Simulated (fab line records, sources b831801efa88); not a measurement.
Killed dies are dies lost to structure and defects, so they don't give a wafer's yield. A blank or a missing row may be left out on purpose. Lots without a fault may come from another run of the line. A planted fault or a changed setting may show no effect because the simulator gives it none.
Problem report in the 8D (eight disciplines) form, filled by code | flow gf180mcu | the parts of the form that need people (team, actions taken, sign-off) are left out

1. THE PROBLEM
oes_product_au at GF_CONTACT_ETCH_17 reads a mean of 1.554 a.u. on 6 wafers of 2 lots; wafers without a fault read 0.815 a.u. with a standard deviation of 0.0043. That is +99 or more standard deviations from the usual mean.
The step: etches SiO2 in C4F8/O2/Ar, stops on CoSi2, target depth 860 nm.
The step gives no start for some of these wafers. The record holds 36 wafers of 12 lots with a number at this step. Rule for "out", or "out of limits": more than 4 standard deviations from the usual mean. The other wafers with a number count as sound.

2. WHAT IT IS AND WHAT IT IS NOT
question                    | is                       | is not
which readings at this step | oes_product_au           | -
which lots                  | L506, L507               | L498, L500, L512, L514, L515, L517, L518, L519, L520, L521
which wafers of those lots  | all that have a number   | -
read on which tools         | rie_diel-02, rie_diel-04 | rie_diel-03

3. SUSPECTS, AND WHAT RULES EACH OUT
Counting: a tool at a process step up to the reading stays a suspect if it ran every lot that is out and no sound lot after the first of them.
- cmp-02 at GF_CONTACT_CMP_04 (polishes SiO2): ruled out as a lasting fault. Sound lots L512, L515, L517, L519, L520 ran on it after its first lot that is out, L506 (day 18 02:46).
Left after counting: nothing in the record.

4. THE CAUSE (what the simulator had put in)
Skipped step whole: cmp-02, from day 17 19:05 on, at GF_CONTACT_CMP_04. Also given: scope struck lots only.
Counting ruled it out, wrongly: the rule takes a fault to strike every lot that its tool runs from its start on, and this one did not.

5. THE CHAIN OF EFFECTS, in route order
Each row: a reading whose mean over the struck wafers that have a number lies more than 3 standard deviations from the usual. Only readings for which the record gives a usual standard deviation are gone through. hours: the time from each lot's start at the first step in this table that gives one to its start at this step, as a median over the lots. sigmas: the change in usual standard deviations.
hours | step                    | reading            | usual      | on struck wafers | change | sigmas
-     | GF_CONTACT_ETCH_17      | oes_product_au     | 0.815 a.u. | 1.554            | +0.739 | +99 or more
0     | GF_PASSIVATION_PROBE_99 | killed_at_contacts | 5.7        | 453.2            | +447.5 | +99 or more
0     | GF_PASSIVATION_PROBE_99 | killed_dies        | 47         | 492              | +445   | +66
0     | GF_PASSIVATION_PROBE_99 | killed_on_rim      | 9.4        | 96.0             | +86.6  | +30
The process steps in it:
- GF_CONTACT_ETCH_17: etches SiO2 in C4F8/O2/Ar, stops on CoSi2, target depth 860 nm.
- GF_PASSIVATION_PROBE_99
Readings that are blank on the struck wafers while sound wafers have them: edge_zone_pressure_frac at GF_CONTACT_CMP_04; head_pressure_psi at GF_CONTACT_CMP_04; motor_current_A at GF_CONTACT_CMP_04; slurry_filter_dp_kPa at GF_CONTACT_CMP_04; slurry_flow_ml_min at GF_CONTACT_CMP_04; time_to_endpoint_s at GF_CONTACT_CMP_04.

6. WHAT WOULD HAVE CAUGHT IT SOONER
At GF_CONTACT_CMP_04 the tool's readings are blank on the struck wafers, where sound wafers have them: an empty tool record is the first sign, and it was there at once.
